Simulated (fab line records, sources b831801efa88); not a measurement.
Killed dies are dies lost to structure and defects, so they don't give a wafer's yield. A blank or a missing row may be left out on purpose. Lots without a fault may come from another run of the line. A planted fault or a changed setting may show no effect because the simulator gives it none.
Which tool did it? | flow gf180mcu | 13 lots, 39 wafers sampled, at 6 steps of a route of 602

WHAT THE GAUGES READ, wafer by wafer
GF_CONTACT_THK_MEAS_01. Usual: CONTACT_CVD_00_THK 300 nm, standard deviation 4.8.
lot  | measured     | on            | CONTACT_CVD_00_THK (nm) | flag
L820 | day 16 01:30 | film_metro-02 | 292 300 296             |
L821 | day 16 09:35 | film_metro-01 | 298 298 297             |
L822 | day 16 11:11 | film_metro-03 | 299 296 293             |
L823 | day 16 17:58 | film_metro-01 | 298 293 297             |
L825 | day 17 08:26 | film_metro-03 | 300 301 304             |
L828 | day 18 15:17 | film_metro-03 | 297 298 304             |
L827 | day 18 15:32 | film_metro-02 | 305 303 303             |
L829 | day 18 18:17 | film_metro-02 | 303 301 304             |
L831 | day 19 10:11 | film_metro-03 | 302 298 296             |
L832 | day 20 04:57 | film_metro-02 | 296 304 300             |
L835 | day 20 21:53 | film_metro-03 | 297 293 298             |
L839 | day 22 15:04 | film_metro-03 | 143 302 143             | OFF
L840 | day 22 20:24 | film_metro-03 | 305 302 304             |

GF_CONTACT_CD_MEAS_14: target cd 220 nm. Usual: cd_nm 219.6 nm, standard deviation 1.4.
lot  | measured     | on        | cd_nm (nm)        | flag
L820 | day 17 00:22 | cd_sem-02 | 221.2 221.3 221.4 |
L821 | day 17 08:19 | cd_sem-01 | 217.1 219.0 217.5 |
L822 | day 17 10:20 | cd_sem-01 | 217.5 217.3 218.2 |
L823 | day 17 17:22 | cd_sem-01 | 218.2 219.4 219.1 |
L825 | day 18 08:16 | cd_sem-01 | 219.5 219.1 218.3 |
L828 | day 19 15:40 | cd_sem-02 | 221.9 221.1 221.9 |
L827 | day 19 17:53 | cd_sem-01 | 219.0 218.0 219.3 |
L829 | day 19 19:37 | cd_sem-01 | 219.9 220.0 219.3 |
L831 | day 20 11:13 | cd_sem-01 | 220.4 220.0 221.0 |
L832 | day 21 05:52 | cd_sem-02 | 220.4 220.4 220.8 |
L835 | day 21 22:06 | cd_sem-02 | 217.6 219.1 217.5 |
L839 | day 23 14:14 | cd_sem-01 | 220.1 219.5 220.3 |
L840 | day 23 19:37 | cd_sem-02 | 221.1 220.6 220.7 |

GF_CONTACT_OVL_MEAS_15. Usual: CONTACT_OVL -1 nm, standard deviation 5.4.
lot  | measured     | on         | CONTACT_OVL (nm) | flag
L820 | day 17 00:29 | overlay-01 | -13 -9 -4        |
L821 | day 17 08:26 | overlay-02 | -3 0 -2          |
L822 | day 17 10:26 | overlay-01 | -3 6 5           |
L823 | day 17 17:29 | overlay-01 | -3 -8 5          |
L825 | day 18 08:23 | overlay-01 | -5 -6 5          |
L828 | day 19 15:47 | overlay-02 | -6 5 -4          |
L827 | day 19 17:59 | overlay-01 | 4 -6 -3          |
L829 | day 19 19:42 | overlay-02 | 1 -6 4           |
L831 | day 20 11:20 | overlay-01 | -4 2 3           |
L832 | day 21 05:59 | overlay-02 | 0 -3 4           |
L835 | day 21 22:13 | overlay-02 | -6 -3 1          |
L839 | day 23 14:20 | overlay-02 | 5 5 3            |
L840 | day 23 19:44 | overlay-02 | -2 1 4           |

GF_V1_THK_MEAS_03. Usual: V1_CVD_02_THK 851 nm, standard deviation 12.
lot  | measured     | on            | V1_CVD_02_THK (nm) | flag
L820 | day 18 02:57 | film_metro-03 | 845 847 848        |
L821 | day 18 09:59 | film_metro-02 | 844 846 852        |
L822 | day 18 12:39 | film_metro-02 | 847 855 854        |
L823 | day 18 19:32 | film_metro-03 | 857 847 861        |
L825 | day 19 10:39 | film_metro-02 | 850 852 868        |
L828 | day 20 18:41 | film_metro-04 | 838 863 862        |
L827 | day 20 21:07 | film_metro-02 | 836 840 839        |
L829 | day 20 22:52 | film_metro-02 | 841 863 859        |
L831 | day 21 13:47 | film_metro-02 | 855 842 863        |
L832 | day 22 07:33 | film_metro-02 | 855 850 863        |
L835 | day 22 23:43 | film_metro-03 | 848 864 867        |
L839 | day 24 15:19 | film_metro-03 | 856 860 891        |
L840 | day 24 19:55 | film_metro-02 | 819 853 836        |

WHICH TOOL RAN EACH LOT (tool, then ch and the chambers of the sampled wafers, then the start)
lot  | GF_CONTACT_CVD_00                | GF_CONTACT_ETCH_17
L820 | hdpcvd-01 ch 0,1,2, day 16 01:28 | rie_diel-04 ch 1,2, day 18 02:57 or earlier
L821 | hdpcvd-01 ch 1,2, day 16 09:33   | rie_diel-04 ch 1,2,3, day 18 09:59 or earlier
L822 | hdpcvd-01 ch 0,1,2, day 16 11:08 | rie_diel-01 ch 0,1,3, day 18 12:39 or earlier
L823 | hdpcvd-01 ch 0,1,2, day 16 17:56 | rie_diel-02 ch 0,3, day 18 19:32 or earlier
L825 | hdpcvd-02 ch 0,1,2, day 17 08:23 | rie_diel-04 ch 0,2,3, day 19 10:39 or earlier
L828 | hdpcvd-01 ch 0,2, day 18 15:14   | rie_diel-01 ch 0,2,3, day 20 18:41 or earlier
L827 | hdpcvd-02 ch 0,1,2, day 18 15:28 | rie_diel-02 ch 0,2,3, day 20 21:07 or earlier
L829 | hdpcvd-02 ch 0,1,2, day 18 18:14 | rie_diel-04 ch 1,2,3, day 20 22:52 or earlier
L831 | hdpcvd-02 ch 1,2, day 19 10:08   | rie_diel-01 ch 0,1, day 21 13:47 or earlier
L832 | hdpcvd-01 ch 0,1,2, day 20 04:54 | rie_diel-02 ch 0,1,3, day 22 07:33 or earlier
L835 | hdpcvd-01 ch 0,2, day 20 21:50   | rie_diel-04 ch 0,1,3, day 22 23:43 or earlier
L839 | hdpcvd-01 ch 0,1, day 22 15:00   | rie_diel-02 ch 0,1,2, day 24 15:19 or earlier
L840 | hdpcvd-02 ch 0,2, day 22 20:22   | rie_diel-02 ch 0,1,3, day 24 19:55 or earlier
- GF_CONTACT_CVD_00: deposits SiO2, target thk 300 nm, time 50 s.
- GF_CONTACT_ETCH_17: etches SiO2 in C4F8/O2/Ar, stops on CoSi2, target depth 860 nm.

WHAT THE TOOLS THEMSELVES READ (means of the sampled wafers that have a number; where no wafer has one, the mark that the record gives instead)
GF_CONTACT_CVD_00. Usual: sih4_flow_sccm 59.98 sccm, standard deviation 0.19.
lot  | tool      | sih4_flow_sccm (sccm) | flag
L820 | hdpcvd-01 | 59.88                 |
L821 | hdpcvd-01 | 59.92                 |
L822 | hdpcvd-01 | 59.90                 |
L823 | hdpcvd-01 | 59.90                 |
L825 | hdpcvd-02 | 60.14                 |
L828 | hdpcvd-01 | 59.99                 |
L827 | hdpcvd-02 | 59.90                 |
L829 | hdpcvd-02 | 60.14                 |
L831 | hdpcvd-02 | 59.98                 |
L832 | hdpcvd-01 | 60.00                 |
L835 | hdpcvd-01 | 60.05                 |
L839 | hdpcvd-01 | 40.08                 | OFF
L840 | hdpcvd-02 | 59.97                 |

GF_CONTACT_ETCH_17. Usual: oes_product_au 0.814 a.u., standard deviation 0.0055.
lot  | tool        | oes_product_au (a.u.) | flag
L820 | rie_diel-04 | 0.809                 |
L821 | rie_diel-04 | 0.813                 |
L822 | rie_diel-01 | 0.809                 |
L823 | rie_diel-02 | 0.813                 |
L825 | rie_diel-04 | 0.815                 |
L828 | rie_diel-01 | 0.814                 |
L827 | rie_diel-02 | 0.818                 |
L829 | rie_diel-04 | 0.816                 |
L831 | rie_diel-01 | 0.816                 |
L832 | rie_diel-02 | 0.814                 |
L835 | rie_diel-04 | 0.811                 |
L839 | rie_diel-02 | 0.765                 | OFF
L840 | rie_diel-02 | 0.816                 |

THE ANSWER, worked out from the rows above alone
Rule: a lot is off if the mean of its wafers that have a number lies more than 3 standard deviations from the usual mean. A lot without any number at a reading at which 4 lots or more have one is off too. The other lots that the step has rows for count as sound. The gauges are gone through in route order, then the tools' own readings, and for those a lot's mean is taken as printed above. The first step at which some lot is off is used, and at that step the reading that is off furthest; a lot without a number counts as furthest.
Off: L839, at GF_CONTACT_THK_MEAS_01 (CONTACT_CVD_00_THK).
A tool fits if, at a process step before that reading, it ran every lot that is off, and no sound lot after the first of them. The gauges at GF_CONTACT_THK_MEAS_01 aren't tried: what is off there is off at GF_CONTACT_CVD_00 too, on other tools, and a gauge's error can't cause that. One fits: hdpcvd-01 at GF_CONTACT_CVD_00. Its last sound lot is L835 (day 20 21:50), its first lot that is off L839 (day 22 15:00): a fault that began between those two fits.
The tool's own readings at GF_CONTACT_CVD_00 bear it out: on the lots that are off they differ by more than 5 times the standard deviation of the sound lots' means. sih4_flow_sccm reads 40.08 sccm there against 59.98 sccm on the sound lots.

WHAT THE SIMULATOR HAD PUT IN
Process parameter drift: hdpcvd-01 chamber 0, from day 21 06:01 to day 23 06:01, at GF_CONTACT_CVD_00. Setting sih4_flow_sccm, moved by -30, from 60. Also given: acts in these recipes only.
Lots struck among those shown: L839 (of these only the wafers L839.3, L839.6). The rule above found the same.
